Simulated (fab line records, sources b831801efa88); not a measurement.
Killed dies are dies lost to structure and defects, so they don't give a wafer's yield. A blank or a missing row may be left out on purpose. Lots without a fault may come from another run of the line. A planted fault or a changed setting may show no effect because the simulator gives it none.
Which tool did it? | flow gf180mcu | 14 lots, 42 wafers sampled, at 1 step of a route of 602

WHAT THE GAUGES READ, wafer by wafer
GF_POLY_GATE_THK_MEAS_17. Usual: POLY_GATE_OXIDATION_THK 3.99 nm, standard deviation 0.092.
lot  | measured     | on            | POLY_GATE_OXIDATION_THK (nm) | flag
L935 | day 9 06:39  | film_metro-01 | 4.12 4.13 4.13               |
L936 | day 9 12:25  | film_metro-01 | 4.01 4.04 4.09               |
L937 | day 9 19:23  | film_metro-02 | 3.90 3.89 3.88               |
L940 | day 10 19:19 | film_metro-01 | 3.97 3.97 3.89               |
L941 | day 11 00:37 | film_metro-01 | 4.04 4.05 3.98               |
L945 | day 12 10:38 | film_metro-01 | 3.90 3.94 3.89               |
L946 | day 12 13:24 | film_metro-02 | 3.96 3.98 4.03               |
L949 | day 13 15:23 | film_metro-03 | 3.81 3.86 3.88               |
L950 | day 13 21:49 | film_metro-02 | 3.93 4.06 3.92               |
L952 | day 14 09:18 | film_metro-03 | 4.05 4.01 4.11               |
L953 | day 14 22:14 | film_metro-01 | 3.94 3.91 3.90               |
L954 | day 15 02:25 | film_metro-01 | 3.92 3.90 4.00               |
L956 | day 15 14:27 | film_metro-03 | 3.95 4.00 4.00               |
L957 | day 15 23:57 | film_metro-03 | 4.12 4.14 4.01               |

WHICH TOOL RAN EACH LOT (tool, then ch and the chambers of the sampled wafers, then the start)
The record holds no process step before these readings.

WHAT THE TOOLS THEMSELVES READ (means of the sampled wafers that have a number; where no wafer has one, the mark that the record gives instead)
The record holds no such reading with a usual standard deviation.

THE ANSWER, worked out from the rows above alone
Rule: a lot is off if the mean of its wafers that have a number lies more than 3 standard deviations from the usual mean. A lot without any number at a reading at which 4 lots or more have one is off too. The other lots that the step has rows for count as sound. The gauges are gone through in route order, then the tools' own readings, and for those a lot's mean is taken as printed above. The first step at which some lot is off is used, and at that step the reading that is off furthest; a lot without a number counts as furthest.
No lot is off at any reading shown: from this, nothing can be told.

WHAT THE SIMULATOR HAD PUT IN
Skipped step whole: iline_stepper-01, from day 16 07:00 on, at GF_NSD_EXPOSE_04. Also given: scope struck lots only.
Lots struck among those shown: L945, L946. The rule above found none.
